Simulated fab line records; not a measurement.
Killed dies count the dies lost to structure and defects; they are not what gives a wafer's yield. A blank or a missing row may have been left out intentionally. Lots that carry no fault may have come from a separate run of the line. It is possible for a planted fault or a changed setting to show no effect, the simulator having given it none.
Which tool is to blame? :: flow gf180mcu :: Sampling: 14 lots, 42 wafers, 3 of 602 route steps

## WHAT EACH GAUGE READ, for each wafer
GF_HV_LDD_OVL_MEAS_08.
lot: L651
measured: day 10 00:37
on: overlay-01
HV_LDD_OVL (nm): 4.2 3.6 3.9

lot: L654
measured: day 10 20:07
on: overlay-01
HV_LDD_OVL (nm): -0.6 -0.6 -0.8

lot: L655
measured: day 11 02:39
on: overlay-02
HV_LDD_OVL (nm): -0.8 -1.2 -2.4

lot: L657
measured: day 11 19:28
on: overlay-02
HV_LDD_OVL (nm): 0.9 -1.4 -0.9

lot: L658
measured: day 12 01:25
on: overlay-02
HV_LDD_OVL (nm): 0.6 1.0 1.7

lot: L660
measured: day 12 18:01
on: overlay-01
HV_LDD_OVL (nm): 0.4 0.6 -0.2

lot: L662
measured: day 13 10:25
on: overlay-01
HV_LDD_OVL (nm): 3.0 3.1 2.8

lot: L663
measured: day 13 17:09
on: overlay-02
HV_LDD_OVL (nm): 2.8 1.0 1.9

lot: L667
measured: day 15 00:00
on: overlay-02
HV_LDD_OVL (nm): -0.6 -1.2 -0.6

lot: L669
measured: day 15 11:16
on: overlay-02
HV_LDD_OVL (nm): 1.6 0.7 1.5

lot: L671
measured: day 16 00:45
on: overlay-02
HV_LDD_OVL (nm): 3.8 3.2 2.8

lot: L672
measured: day 16 09:49
on: overlay-01
HV_LDD_OVL (nm): 0.7 1.0 0.6

lot: L673
measured: day 16 16:38
on: overlay-01
HV_LDD_OVL (nm): 2.7 1.9 2.4

lot: L674
measured: day 17 03:24
on: overlay-01
HV_LDD_OVL (nm): 0.1 -1.0 -0.2

GF_HV_LDD_OVL_MEAS_47.
lot: L651
measured: day 12 08:58
on: overlay-02
HV_LDD_03_OVL (nm): 0.1 0.6 -0.4

lot: L654
measured: day 13 07:46
on: overlay-02
HV_LDD_03_OVL (nm): -2.0 -1.7 -2.2

lot: L655
measured: day 13 13:12
on: overlay-02
HV_LDD_03_OVL (nm): -1.1 -2.5 -1.9

lot: L657
measured: day 14 09:16
on: overlay-02
HV_LDD_03_OVL (nm): -1.0 -1.6 0.1

lot: L658
measured: day 14 14:12
on: overlay-01
HV_LDD_03_OVL (nm): 0.5 0.3 1.5

lot: L660
measured: day 15 08:01
on: overlay-01
HV_LDD_03_OVL (nm): -2.3 -1.2 -3.1

lot: L662
measured: day 16 03:43
on: overlay-01
HV_LDD_03_OVL (nm): -0.6 -1.4 -1.8

lot: L663
measured: day 16 10:42
on: overlay-01
HV_LDD_03_OVL (nm): -2.0 -2.7 -2.0

lot: L667
measured: day 17 19:28
on: overlay-01
HV_LDD_03_OVL (nm): 0.2 -0.5 -0.8

lot: L669
measured: day 18 07:40
on: overlay-02
HV_LDD_03_OVL (nm): -2.2 -2.4 -1.8

lot: L671
measured: day 18 23:09
on: overlay-02
HV_LDD_03_OVL (nm): 0.8 -1.8 2.3

lot: L672
measured: day 19 08:25
on: overlay-01
HV_LDD_03_OVL (nm): 0.4 0.1 0.4

lot: L673
measured: day 19 16:13
on: overlay-01
HV_LDD_03_OVL (nm): -2.0 -1.5 -1.3

lot: L674
measured: day 20 04:23
on: overlay-01
HV_LDD_03_OVL (nm): -1.0 -1.1 -2.8

## TOOL THAT RAN EACH LOT (tool first, then ch and the chambers of the sampled wafers, then the start)
lot: L651
GF_HV_LDD_DEVELOP_30: litho_track-04 ch 0, day 11 13:07

lot: L654
GF_HV_LDD_DEVELOP_30: litho_track-03 ch 0, day 12 10:28

lot: L655
GF_HV_LDD_DEVELOP_30: litho_track-04 ch 0, day 12 16:20

lot: L657
GF_HV_LDD_DEVELOP_30: litho_track-01 ch 0, day 13 11:50

lot: L658
GF_HV_LDD_DEVELOP_30: litho_track-03 ch 0, day 13 16:35

lot: L660
GF_HV_LDD_DEVELOP_30: litho_track-01 ch 0, day 14 09:55

lot: L662
GF_HV_LDD_DEVELOP_30: litho_track-04, day 15 05:13

lot: L663
GF_HV_LDD_DEVELOP_30: litho_track-01, day 15 11:35

lot: L667
GF_HV_LDD_DEVELOP_30: litho_track-04 ch 0, day 16 19:38

lot: L669
GF_HV_LDD_DEVELOP_30: litho_track-04 ch 0, day 17 07:26

lot: L671
GF_HV_LDD_DEVELOP_30: litho_track-04 ch 0, day 17 22:32

lot: L672
GF_HV_LDD_DEVELOP_30: litho_track-04 ch 0, day 18 07:47

lot: L673
GF_HV_LDD_DEVELOP_30: litho_track-01 ch 0, day 18 14:55

lot: L674
GF_HV_LDD_DEVELOP_30: litho_track-01 ch 0, day 19 02:44
- GF_HV_LDD_DEVELOP_30: develop time 60 s.

## WHAT THE TOOLS THEMSELVES READ (means of the sampled wafers that have a number; where no wafer has one, the mark that the record gives instead)
GF_HV_LDD_DEVELOP_30.
lot: L651
tool: litho_track-04
chill_plate_temp_C (C): 23.13

lot: L654
tool: litho_track-03
chill_plate_temp_C (C): 23.05

lot: L655
tool: litho_track-04
chill_plate_temp_C (C): 22.90

lot: L657
tool: litho_track-01
chill_plate_temp_C (C): 22.93

lot: L658
tool: litho_track-03
chill_plate_temp_C (C): 22.98

lot: L660
tool: litho_track-01
chill_plate_temp_C (C): 22.99

lot: L662
tool: litho_track-04
chill_plate_temp_C (C): -

lot: L663
tool: litho_track-01
chill_plate_temp_C (C): -

lot: L667
tool: litho_track-04
chill_plate_temp_C (C): 23.07

lot: L669
tool: litho_track-04
chill_plate_temp_C (C): 23.07

lot: L671
tool: litho_track-04
chill_plate_temp_C (C): 23.09

lot: L672
tool: litho_track-04
chill_plate_temp_C (C): 23.03

lot: L673
tool: litho_track-01
chill_plate_temp_C (C): 22.98

lot: L674
tool: litho_track-01
chill_plate_temp_C (C): 23.07

## THE ANSWER, worked out from the rows above alone
Rule: what is usual is taken from the lots themselves. The widest of any qualifying gaps counts: lots, ordered by their means at a reading, are off when they make up no more than a third of the lots, leave a main group of 4 or more, and stand apart from it by 3 or more times the standard deviation of that group's means. If all means in a main group match to the digits the tables above print for the reading, that group is not used. A lot without any number at a reading at which 4 lots or more have one is off too. Where the step has rows for the other lots, those lots are counted as sound. The gauges are gone through in route order, then the tools' own readings, and for those a lot's mean is taken as printed above. At the first step where some lot is off, the reading lying furthest off is the one used; lots without a number count as furthest.
Off, at GF_HV_LDD_DEVELOP_30 on chill_plate_temp_C: L662, L663. Without a number there: L662, L663. The main group: mean 23.02 C, standard deviation 0.066.
A tool fits if, at that step or a process step before it, it ran every lot that is off, and no sound lot after the first of them. Not one of the candidates tried fits.

## WHAT THE SIMULATOR HAD PUT IN
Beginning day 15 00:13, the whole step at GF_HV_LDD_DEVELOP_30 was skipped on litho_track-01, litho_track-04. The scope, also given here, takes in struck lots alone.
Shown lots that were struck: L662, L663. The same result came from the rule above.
